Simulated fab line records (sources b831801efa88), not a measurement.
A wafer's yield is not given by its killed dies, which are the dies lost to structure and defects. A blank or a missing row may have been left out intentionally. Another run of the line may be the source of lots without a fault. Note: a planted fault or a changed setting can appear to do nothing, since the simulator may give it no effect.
Matching of chambers	flow sky130	4 sister chambers for SKY_FIELD_ISO_ETCH_15 on rieDiel-04
The step etches the open film in CHF3/O2, stops on Si, target depth 180 nm, time 72 s. 18 wafers are shown with their chamber, then 9 later ones without.

== WAFERS, EACH WITH ITS CHAMBER ==
wafer	chamber	drypumpMotorCurrentA (A)	throttleValvePct (%)	oesProductAu (a.u.)
L075.1	3	6.10	8.826	0.934
L075.2	0	5.41	8.839	0.928
L075.3	1	6.34	8.838	0.920
L077.1	1	6.37	8.829	0.926
L077.4	3	6.07	8.838	0.921
L077.5	2	6.27	8.841	0.927
L079.1	2	6.26	8.848	0.924
L079.2	3	6.09	8.840	0.931
L079.5	3	6.05	8.843	0.923
L080.2	2	6.27	8.832	0.919
L080.3	0	5.45	8.835	0.912
L080.5	3	6.09	8.847	0.926
L086.3	3	6.09	8.826	0.921
L086.4	2	6.27	8.848	0.931
L086.5	2	6.26	8.848	0.928
L090.4	1	6.35	8.827	0.922
L090.5	3	6.08	8.819	0.926
L090.6	2	6.28	8.839	0.930

SIGNATURES (averages over the wafers above)
reading	chamber 0	chamber 1	chamber 2	chamber 3	scatter within a chamber
drypumpMotorCurrentA	5.4300	6.3533	6.2683	6.0814	0.0152
throttleValvePct	8.83700	8.83133	8.84267	8.83414	0.00822
oesProductAu	0.92000	0.92267	0.92650	0.92600	0.00529
Rule: a wafer's distance from a chamber is the root of the sum, over the readings, of the square of ((its reading less the chamber's mean) divided by the reading's scatter). The wafer belongs to the nearest chamber; if the next one is less than 2 further off, it can't be placed. How the scatter is found: for the shown wafers, subtract from each reading the mean of its chamber, square and add these, divide the total by (wafers less chambers), then take the root.

== WAFERS WITH NO CHAMBER GIVEN ==
wafer	drypumpMotorCurrentA (A)	throttleValvePct (%)	oesProductAu (a.u.)
L092.2	5.44	8.823	0.925
L092.3	6.34	8.842	0.932
L092.5	6.24	8.844	0.926
L094.2	5.48	8.846	0.929
L094.4	6.34	8.839	0.930
L094.6	5.40	8.840	0.930
L097.1	6.26	8.821	0.942
L097.2	5.45	8.838	0.923
L097.6	6.29	8.825	0.924

== EACH ONE'S CHAMBER ==
wafer	from the rows above	in truth
L092.2	0	0
L092.3	1	1
L092.5	2	2
L094.2	0	0
L094.4	1	1
L094.6	0	0
L097.1	2	2
L097.2	0	0
L097.6	can't be placed: 2 or 1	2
Correctly placed: 8 of 9. Cannot be placed on the basis of these rows: 1; the candidates contain the true chamber in 1. Placed wrongly: 0.
